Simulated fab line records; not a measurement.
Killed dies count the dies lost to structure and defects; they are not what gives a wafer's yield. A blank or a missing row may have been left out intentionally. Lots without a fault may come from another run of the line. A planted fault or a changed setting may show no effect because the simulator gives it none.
Split-lot experiment / flow sky130 / 23 wafers read across 5 lots, on a route 708 steps long

== ABOUT THE SPLIT ==
At SKY_VT_ADJUST_HVTP_IMPLANT_09, the setting doseCm2 was moved away from the recipe's 4.3e+12 on 6 of the 23 wafers read, by +3.7% to +6.3%. All remaining wafers had this setting at the recipe value.

== BETWEEN THE SPLIT AND THE READING: the file shows 1 step in between ==
- SKY_VT_ADJUST_HVTP_STRIP_10: strips in O2/N2

== THE READING ==
VT_ADJUST_HVTP_TW, at SKY_VT_ADJUST_HVTP_TW_MEAS_11. On this fab line, fault-free wafers typically give 1358 with a standard deviation of 9.4.

wafer=L077.1; tool, chamber at the split=implanter-04, 0; doseCm2 as run=4.3e+12; against the recipe=recipe; VT_ADJUST_HVTP_TW=1363; against lot-mates on the recipe=-
wafer=L077.2; tool, chamber at the split=implanter-04, 0; doseCm2 as run=4.459e+12; against the recipe=+3.7%; VT_ADJUST_HVTP_TW=1379; against lot-mates on the recipe=+16
wafer=L077.3; tool, chamber at the split=implanter-04, 0; doseCm2 as run=4.459e+12; against the recipe=+3.7%; VT_ADJUST_HVTP_TW=1382; against lot-mates on the recipe=+19
wafer=L077.4; tool, chamber at the split=implanter-04, 0; doseCm2 as run=4.3e+12; against the recipe=recipe; VT_ADJUST_HVTP_TW=1362; against lot-mates on the recipe=-
wafer=L077.5; tool, chamber at the split=implanter-04, 0; doseCm2 as run=4.3e+12; against the recipe=recipe; VT_ADJUST_HVTP_TW=1363; against lot-mates on the recipe=-
wafer=L079.1; tool, chamber at the split=implanter-03, 0; doseCm2 as run=4.554e+12; against the recipe=+5.9%; VT_ADJUST_HVTP_TW=1383; against lot-mates on the recipe=+25
wafer=L079.2; tool, chamber at the split=implanter-03, 0; doseCm2 as run=4.3e+12; against the recipe=recipe; VT_ADJUST_HVTP_TW=1358; against lot-mates on the recipe=-
wafer=L079.3; tool, chamber at the split=implanter-03, 0; doseCm2 as run=4.554e+12; against the recipe=+5.9%; VT_ADJUST_HVTP_TW=1380; against lot-mates on the recipe=+22
wafer=L079.4; tool, chamber at the split=implanter-03, 0; doseCm2 as run=4.3e+12; against the recipe=recipe; VT_ADJUST_HVTP_TW=1355; against lot-mates on the recipe=-
wafer=L079.5; tool, chamber at the split=implanter-03, 0; doseCm2 as run=4.3e+12; against the recipe=recipe; VT_ADJUST_HVTP_TW=1362; against lot-mates on the recipe=-
wafer=L080.2; tool, chamber at the split=implanter-01, 0; doseCm2 as run=4.3e+12; against the recipe=recipe; VT_ADJUST_HVTP_TW=1363; against lot-mates on the recipe=-
wafer=L080.3; tool, chamber at the split=implanter-01, 0; doseCm2 as run=4.3e+12; against the recipe=recipe; VT_ADJUST_HVTP_TW=1364; against lot-mates on the recipe=-
wafer=L080.4; tool, chamber at the split=implanter-01, 0; doseCm2 as run=4.3e+12; against the recipe=recipe; VT_ADJUST_HVTP_TW=1361; against lot-mates on the recipe=-
wafer=L080.5; tool, chamber at the split=implanter-01, 0; doseCm2 as run=4.3e+12; against the recipe=recipe; VT_ADJUST_HVTP_TW=1363; against lot-mates on the recipe=-
wafer=L080.6; tool, chamber at the split=implanter-01, 0; doseCm2 as run=4.3e+12; against the recipe=recipe; VT_ADJUST_HVTP_TW=1365; against lot-mates on the recipe=-
wafer=L083.1; tool, chamber at the split=implanter-03, 0; doseCm2 as run=4.569e+12; against the recipe=+6.3%; VT_ADJUST_HVTP_TW=1383; against lot-mates on the recipe=+29
wafer=L083.3; tool, chamber at the split=implanter-03, 0; doseCm2 as run=4.3e+12; against the recipe=recipe; VT_ADJUST_HVTP_TW=1354; against lot-mates on the recipe=-
wafer=L083.4; tool, chamber at the split=implanter-03, 0; doseCm2 as run=4.569e+12; against the recipe=+6.3%; VT_ADJUST_HVTP_TW=1369; against lot-mates on the recipe=+15
wafer=L083.5; tool, chamber at the split=implanter-03, 0; doseCm2 as run=4.3e+12; against the recipe=recipe; VT_ADJUST_HVTP_TW=1350; against lot-mates on the recipe=-
wafer=L083.6; tool, chamber at the split=implanter-03, 0; doseCm2 as run=4.3e+12; against the recipe=recipe; VT_ADJUST_HVTP_TW=1358; against lot-mates on the recipe=-
wafer=L085.1; tool, chamber at the split=implanter-03, 0; doseCm2 as run=4.3e+12; against the recipe=recipe; VT_ADJUST_HVTP_TW=1355; against lot-mates on the recipe=-
wafer=L085.2; tool, chamber at the split=implanter-03, 0; doseCm2 as run=4.3e+12; against the recipe=recipe; VT_ADJUST_HVTP_TW=1352; against lot-mates on the recipe=-
wafer=L085.4; tool, chamber at the split=implanter-03, 0; doseCm2 as run=4.3e+12; against the recipe=recipe; VT_ADJUST_HVTP_TW=1349; against lot-mates on the recipe=-

FIT RESULTS
A straight line over all 23 wafers: VT_ADJUST_HVTP_TW changes by +3.63 for each +1% of doseCm2; r = +0.84; the points scatter about the line by 5.9.
The same after taking each lot's own level away (the mean of its wafers on the recipe; 23 wafers): +3.85 for each +1%; r = +0.95; scatter 3.3.
The reading moves by 24 for the largest change in doseCm2, on that fit.
The lots' own levels span 1352.0 to 1363.2, that is 1.2 times the standard deviation above.
The two slopes are in agreement: the lot-to-lot level therefore moves the slope only a little.
Check: for one of the wafers moved furthest among these (+6.3%), held out of the fit, the line's prediction against its lot-mates is +22.9. It came out at +29 against them.

== FURTHER SPLITS ON THESE WAFERS ==
Note: prior to the reading, these wafers also went through further splits. Each is held against what the fit with the lots' levels taken away leaves over:
other split on the same wafers=SKY_FIELD_ISO_OXIDATION_01 tempC; wafers away from the commonest value=15; r with VT_ADJUST_HVTP_TW (lot level and that fit taken away)=-0.04
other split on the same wafers=SKY_FIELD_ISO_COAT_08 spinRpm; wafers away from the commonest value=10; r with VT_ADJUST_HVTP_TW (lot level and that fit taken away)=+0.13
other split on the same wafers=SKY_NWELL_OXIDATION_01 tempC; wafers away from the commonest value=18; r with VT_ADJUST_HVTP_TW (lot level and that fit taken away)=-0.01
other split on the same wafers=SKY_PWDE_SOFTBAKE_03 tempC; wafers away from the commonest value=7; r with VT_ADJUST_HVTP_TW (lot level and that fit taken away)=+0.06
other split on the same wafers=SKY_NWELL_COAT_05 spinRpm; wafers away from the commonest value=10; r with VT_ADJUST_HVTP_TW (lot level and that fit taken away)=+0.12
other split on the same wafers=SKY_NWELL_IMPLANT_11 doseCm2; wafers away from the commonest value=10; r with VT_ADJUST_HVTP_TW (lot level and that fit taken away)=+0.08
other split on the same wafers=SKY_NWELL_IMPLANT_24 doseCm2; wafers away from the commonest value=5; r with VT_ADJUST_HVTP_TW (lot level and that fit taken away)=+0.02

== THE FILE'S OWN FIT ==
VT_ADJUST_HVTP_TW changes by +3.88 for each +1% of doseCm2, r = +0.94.
